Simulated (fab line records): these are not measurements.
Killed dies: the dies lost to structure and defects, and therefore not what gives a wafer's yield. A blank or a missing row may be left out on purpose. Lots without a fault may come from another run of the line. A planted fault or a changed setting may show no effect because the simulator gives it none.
Check for tools in common :: flow gf180mcu :: 36 wafers sampled across 12 lots

## REASON IT WAS OPENED
2 of 12 lots carry a flag on the reading HV_LDD_3_TW at GF_HV_LDD_TW_MEAS_38. Fault-free wafers read 1433, with a standard deviation of 6.4.
Rule: a lot is flagged in two cases, either no wafer of it has a number, or all its wafers with numbers fall more than 4 standard deviations from that mean. The rest of the lots are taken to be sound.

lot: L127
measured: day 12 22:05
on: filmMetro-01
HV_LDD_3_TW, wafer by wafer: 1439 1435 1422
flag: 

lot: L128
measured: day 13 01:15
on: filmMetro-02
HV_LDD_3_TW, wafer by wafer: 1415 1427 1418
flag: 

lot: L129
measured: day 13 11:17
on: filmMetro-02
HV_LDD_3_TW, wafer by wafer: 1424 1436 1421
flag: 

lot: L131
measured: day 14 02:18
on: filmMetro-03
HV_LDD_3_TW, wafer by wafer: 1532 1533 1529
flag: FLAGGED

lot: L132
measured: day 14 09:37
on: filmMetro-01
HV_LDD_3_TW, wafer by wafer: 1443 1445 1438
flag: 

lot: L134
measured: day 15 03:35
on: filmMetro-01
HV_LDD_3_TW, wafer by wafer: 1437 1437 1441
flag: 

lot: L139
measured: day 17 00:20
on: filmMetro-02
HV_LDD_3_TW, wafer by wafer: 1536 1542 1550
flag: FLAGGED

lot: L141
measured: day 17 20:08
on: filmMetro-03
HV_LDD_3_TW, wafer by wafer: 1439 1430 1430
flag: 

lot: L140
measured: day 17 21:07
on: filmMetro-02
HV_LDD_3_TW, wafer by wafer: 1437 1443 1439
flag: 

lot: L142
measured: day 18 07:22
on: filmMetro-02
HV_LDD_3_TW, wafer by wafer: 1435 1437 1437
flag: 

lot: L146
measured: day 19 05:19
on: filmMetro-02
HV_LDD_3_TW, wafer by wafer: 1434 1429 1426
flag: 

lot: L145
measured: day 19 08:34
on: filmMetro-01
HV_LDD_3_TW, wafer by wafer: 1430 1437 1434
flag: 
Average over the flagged lots: 1537; offset from the usual +104, equal to +16 standard deviations.

## LOT BY LOT: THE TOOL USED
Before the reading, the record contains 2 process steps out of a 602-step route. Each cell gives the tool, then ch followed by the chambers the sampled wafers passed through, then the start.
lot: L127
flag: 
GF_HV_LDD_IMPLANT_34: implanter-04 ch 0, day 12 21:32
GF_HV_LDD_STRIP_37: plasmaAsher-03 ch 0,1, day 12 21:59

lot: L128
flag: 
GF_HV_LDD_IMPLANT_34: implanter-03 ch 0, day 13 00:43
GF_HV_LDD_STRIP_37: plasmaAsher-04 ch 0,1, day 13 01:08

lot: L129
flag: 
GF_HV_LDD_IMPLANT_34: implanter-01 ch 0, day 13 10:44
GF_HV_LDD_STRIP_37: plasmaAsher-04 ch 0,1, day 13 11:11

lot: L131
flag: FLAGGED
GF_HV_LDD_IMPLANT_34: implanter-01 ch 0, day 14 01:26
GF_HV_LDD_STRIP_37: plasmaAsher-03 ch 0,1, day 14 02:12

lot: L132
flag: 
GF_HV_LDD_IMPLANT_34: implanter-03 ch 0, day 14 09:05
GF_HV_LDD_STRIP_37: plasmaAsher-04 ch 0,1, day 14 09:31

lot: L134
flag: 
GF_HV_LDD_IMPLANT_34: implanter-01 ch 0, day 15 03:02
GF_HV_LDD_STRIP_37: plasmaAsher-02 ch 1, day 15 03:29

lot: L139
flag: FLAGGED
GF_HV_LDD_IMPLANT_34: implanter-01 ch 0, day 16 23:29
GF_HV_LDD_STRIP_37: plasmaAsher-03 ch 0,1, day 17 00:14

lot: L141
flag: 
GF_HV_LDD_IMPLANT_34: implanter-01 ch 0, day 17 19:35
GF_HV_LDD_STRIP_37: plasmaAsher-04 ch 0,1, day 17 20:02

lot: L140
flag: 
GF_HV_LDD_IMPLANT_34: implanter-01 ch 0, day 17 20:34
GF_HV_LDD_STRIP_37: plasmaAsher-03 ch 0,1, day 17 21:01

lot: L142
flag: 
GF_HV_LDD_IMPLANT_34: implanter-01 ch 0, day 18 06:50
GF_HV_LDD_STRIP_37: plasmaAsher-02 ch 0,1, day 18 07:16

lot: L146
flag: 
GF_HV_LDD_IMPLANT_34: implanter-01 ch 0, day 19 04:47
GF_HV_LDD_STRIP_37: plasmaAsher-04 ch 0,1, day 19 05:13

lot: L145
flag: 
GF_HV_LDD_IMPLANT_34: implanter-01 ch 0, day 19 08:02
GF_HV_LDD_STRIP_37: plasmaAsher-03 ch 0,1, day 19 08:28
What is done by these steps:
- GF_HV_LDD_IMPLANT_34
- GF_HV_LDD_STRIP_37: strips in O2/N2.
- GF_HV_LDD_TW_MEAS_38

## FLAGGED AGAINST TOTAL, ONE TOOL AT A TIME (gauges that did the reading follow at the end)
step: GF_HV_LDD_IMPLANT_34
tool: implanter-01
lots run: 9
flagged: 2
share of the flagged lots: all
sound lots run after its first flagged lot: 6 (L134,L141,L140,L142,L146,L145)

step: GF_HV_LDD_IMPLANT_34
tool: implanter-03
lots run: 2
flagged: 0
share of the flagged lots: none
sound lots run after its first flagged lot: -

step: GF_HV_LDD_IMPLANT_34
tool: implanter-04
lots run: 1
flagged: 0
share of the flagged lots: none
sound lots run after its first flagged lot: -

step: GF_HV_LDD_STRIP_37
tool: plasmaAsher-02
lots run: 2
flagged: 0
share of the flagged lots: none
sound lots run after its first flagged lot: -

step: GF_HV_LDD_STRIP_37
tool: plasmaAsher-03
lots run: 5
flagged: 2
share of the flagged lots: all
sound lots run after its first flagged lot: 2 (L140,L145)

step: GF_HV_LDD_STRIP_37
tool: plasmaAsher-04
lots run: 5
flagged: 0
share of the flagged lots: none
sound lots run after its first flagged lot: -

step: GF_HV_LDD_TW_MEAS_38
tool: filmMetro-01
lots run: 4
flagged: 0
share of the flagged lots: none
sound lots run after its first flagged lot: -

step: GF_HV_LDD_TW_MEAS_38
tool: filmMetro-02
lots run: 6
flagged: 1
share of the flagged lots: some
sound lots run after its first flagged lot: 3 (L140,L142,L146)

step: GF_HV_LDD_TW_MEAS_38
tool: filmMetro-03
lots run: 2
flagged: 1
share of the flagged lots: some
sound lots run after its first flagged lot: 1 (L141)

## WHAT THE TABLE ALLOWS
In 2 table rows, all flagged lots were run: implanter-01 (GF_HV_LDD_IMPLANT_34), plasmaAsher-03 (GF_HV_LDD_STRIP_37).
- implanter-01 at GF_HV_LDD_IMPLANT_34: 2 of its 9 lots flagged. Lots that were sound ran on it after the first flagged one (L134, L141, L140, L142, L146, L145); a persistent fault on the entire tool would not allow that.
- plasmaAsher-03 at GF_HV_LDD_STRIP_37: 2 of its 5 lots flagged. Lots that were sound ran on it after the first flagged one (L140, L145); a persistent fault on the entire tool would not allow that.
Not one row of the table ran every flagged lot while running no sound lot after the first.

## WHAT HAD BEEN PUT IN BY THE SIMULATOR
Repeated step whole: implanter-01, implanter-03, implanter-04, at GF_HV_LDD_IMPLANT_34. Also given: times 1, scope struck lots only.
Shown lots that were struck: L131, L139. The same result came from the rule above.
